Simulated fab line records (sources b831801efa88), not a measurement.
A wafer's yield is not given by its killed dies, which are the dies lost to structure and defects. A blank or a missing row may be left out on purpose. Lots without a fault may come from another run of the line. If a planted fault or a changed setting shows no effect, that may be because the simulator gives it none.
Code-filled problem report in 8D (eight disciplines) form + flow sky130 + the parts of the form that need people (team, actions taken, sign-off) are left out

== 1. PROBLEM STATEMENT ==
strip-time-to-endpoint-s at SKY_METAL5_STRIP_16 reads a mean of 17.16 s on 1 wafer of 1 lot; wafers without a fault read 13.05 s with a standard deviation of 0.098. Relative to the usual mean, that is a shift of +42 standard deviations.
The step: strips in O2/N2.
First observed at day 48 20:26: wafer L960.5, on plasma-asher-01. The record has a number at this step for 33 wafers belonging to 11 lots. Rule for "out", or "out of limits": more than 4 standard deviations from the usual mean. All remaining wafers that have a number are taken as sound.

== 2. WHAT THIS IS AND IS NOT ==
| question                    | is                       | is not                                                                          |
|-----------------------------|--------------------------|---------------------------------------------------------------------------------|
| which readings at this step | strip-time-to-endpoint-s | drypump-motor-current-A, oes-product-au                                         |
| which lots                  | L960                     | L942, L943, L944, L947, L949, L952, L954, L962, L964, L965                      |
| which wafers of those lots  | L960.5                   | L960.1, L960.4                                                                  |
| read on which tools         | plasma-asher-01          | plasma-asher-03, plasma-asher-04                                                |
| when                        | from day 48 20:26        | up to then (23 sound wafers); but 9 sound wafers of L962, L964, L965 came after |

== 3. THE SUSPECTS, EACH WITH WHAT RULES IT OUT ==
Counting: a tool at a process step up to the reading stays a suspect if it ran every lot that is out. Sound lots after the first of them don't rule it out here, since some wafers of a struck lot are sound.
- plasma-asher-02 at SKY_VIA4_STRIP_13 (strips in O2/N2): kept. It ran the lot that is out, L960 (day 48 00:07); its last sound lot up to then is L952 (day 45 17:10).
- cmp-01 at SKY_VIA4_CMP_21 (polishes, stops on SiO2, t overpolish 25 s, target thk 0 nm): kept. It ran the lot that is out, L960 (day 48 01:14); its last sound lot up to then is L954 (day 46 08:23).
- litho-track-04 at SKY_METAL5_COAT_09 (resist thk 1800 nm): kept. It ran the lot that is out, L960 (day 48 09:58); its last sound lot up to then is L949 (day 45 06:35).
- plasma-asher-01 at SKY_METAL5_STRIP_16 (strips in O2/N2): kept. It ran the lot that is out, L960 (day 48 20:26); its last sound lot up to then is L952 (day 46 15:20). Its own readings are out on those wafers: strip-time-to-endpoint-s.
- At SKY_VIA4_CMP_21, inside cmp-01: chamber 2 took the wafers that are out, while their sound lot-mates went through chambers 0, 1.
Left after counting: plasma-asher-02 at SKY_VIA4_STRIP_13, cmp-01 at SKY_VIA4_CMP_21, litho-track-04 at SKY_METAL5_COAT_09, plasma-asher-01 at SKY_METAL5_STRIP_16.

== 4. THE CAUSE (what the simulator had put in) ==
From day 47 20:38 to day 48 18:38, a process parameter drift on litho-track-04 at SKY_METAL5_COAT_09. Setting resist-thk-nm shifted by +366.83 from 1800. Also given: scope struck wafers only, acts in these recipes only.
Of the 4 suspects that counting leaves, this tool is one.

== 5. THE CHAIN OF EFFECTS, in route order ==
Each row: a reading whose mean over the struck wafers that have a number lies more than 3 standard deviations from the usual. Readings are gone through only where the record gives a usual standard deviation; hours: the median, over the lots, of the time from a lot's start at the first step in this table giving one to that lot's start at this step; sigmas: the change measured in usual standard deviations.
| hours | step                | reading                  | usual   | on struck wafers | change | sigmas |
|-------|---------------------|--------------------------|---------|------------------|--------|--------|
| 0     | SKY_METAL5_STRIP_16 | strip-time-to-endpoint-s | 13.05 s | 17.16            | +4.11  | +42    |
Its process steps:
- SKY_METAL5_STRIP_16: strips in O2/N2.
Later steps that measure or inspect, where all struck wafers having a row at the step show a number for every such reading and not one has moved that far: SKY_PASSIVATION_THK_MEAS_03.

== 6. WHAT WOULD HAVE CAUGHT IT SOONER ==
In this record the first reading out of limits was taken at day 48 20:26, 24 hours after the fault began at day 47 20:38.
Of the tool readings at SKY_METAL5_COAT_09 for which the record gives a usual standard deviation, none was out on any struck wafer, so an alarm limit of 4 standard deviations on them would not have fired.
Lots out: 1; all had begun SKY_METAL5_COAT_09 on litho-track-04 by day 48 20:26. Had the tool been put on hold then, not one of them would have been saved.
